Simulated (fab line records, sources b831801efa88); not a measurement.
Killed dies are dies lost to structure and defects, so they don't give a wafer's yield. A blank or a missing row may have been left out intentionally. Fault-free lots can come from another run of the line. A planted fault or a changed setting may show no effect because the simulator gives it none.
8D (eight disciplines) problem report, filled in by code -- flow gf180mcu -- the parts of the form that need people (team, actions taken, sign-off) are left out

## 1. WHAT WENT WRONG
Mean of rfFwdPowerW at GF_TOP_METAL_METAL_ETCH_16: 668.7 W across 3 wafers in 2 lots; on wafers with no fault it is 797.2 W (standard deviation 2.4). Relative to the usual mean, that is a shift of -54 standard deviations.
The step: etches the open film in Cl2/BCl3, stops on SiO2, target depth 1077.5 nm, time 179.6 s.
Earliest sighting: wafer L676.5 on rieMetal-02 at day 30 00:21. The record has a number at this step for 42 wafers belonging to 14 lots. By rule, "out" or "out of limits" means more than 4 standard deviations away from the usual mean. The rest of the wafers with a number are treated as sound.

## 2. WHAT IT IS, AND WHAT IT ISN'T
question,is,is not
which readings at this step,"rfFwdPowerW, oesProductAu, throttleValvePct",drypumpMotorCurrentA
which lots,"L676, L679","L670, L672, L674, L675, L684, L685, L687, L688, L689, L690, L691, L692"
which wafers of those lots,"L676.5, L679.4, L679.5","L676.1, L676.6, L679.6"
read on which tools,rieMetal-02,"rieMetal-03, rieMetal-04"
when,from day 30 00:21,"up to then (14 sound wafers); but 25 sound wafers of L679, L684, L685, L687, L688, L689, L690, L691, L692 came after"

## 3. WHAT RULES OUT EACH SUSPECT
Counting: any tool at a process step up to the reading remains a suspect provided it ran every lot that is out. Sound lots after the first of them don't rule it out here, since some wafers of a struck lot are sound.
- rieMetal-02 at GF_TOP_METAL_METAL_ETCH_16 (etches the open film in Cl2/BCl3, stops on SiO2, target depth 1077.5 nm, time 179.6 s): kept. It processed each lot that is out (first: L676, day 30 00:21); up to then, its last sound lot is L675 (day 29 21:13). Out on those wafers are its own readings of oesProductAu, rfFwdPowerW, throttleValvePct.
- Within rieMetal-02 at GF_TOP_METAL_METAL_ETCH_16: the wafers that are out ran in chamber 0; their sound lot-mates ran in chamber 1.
Left after counting: rieMetal-02 at GF_TOP_METAL_METAL_ETCH_16.

## 4. THE CAUSE (what the simulator had put in)
rieMetal-02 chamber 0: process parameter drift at GF_TOP_METAL_METAL_ETCH_16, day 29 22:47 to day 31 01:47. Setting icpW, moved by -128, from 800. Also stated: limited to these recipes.
After counting, this tool was the only one left.

## 5. THE EFFECT CHAIN, in route order
Rows list readings where the struck wafers' mean (over those with a number) sits beyond 3 standard deviations from the usual. Only readings for which the record gives a usual standard deviation are gone through. hours: the time from each lot's start at the first step in this table that gives one to its start at this step, as a median over the lots. sigmas: the change in usual standard deviations.
hours,step,reading,usual,on struck wafers,change,sigmas
0,GF_TOP_METAL_METAL_ETCH_16,oesProductAu,0.965 a.u.,0.904,-0.061,-8.7
0,GF_TOP_METAL_METAL_ETCH_16,rfFwdPowerW,797.2 W,668.7,-128.5,-54
0,GF_TOP_METAL_METAL_ETCH_16,throttleValvePct,28.258 %,28.328,+0.070,+7.2
0,GF_TOP_METAL_STRIP_17,stripTimeToEndpointS,13.45 s,14.18,+0.73,+12
It contains these process steps:
- GF_TOP_METAL_METAL_ETCH_16: etches the open film in Cl2/BCl3, stops on SiO2, target depth 1077.5 nm, time 179.6 s.
- GF_TOP_METAL_STRIP_17: strips in O2/N2.

## 6. WHAT WOULD HAVE CAUGHT IT SOONER
2 hours passed between the start of the fault at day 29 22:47 and the first reading out of limits in this record, taken at day 30 00:21.
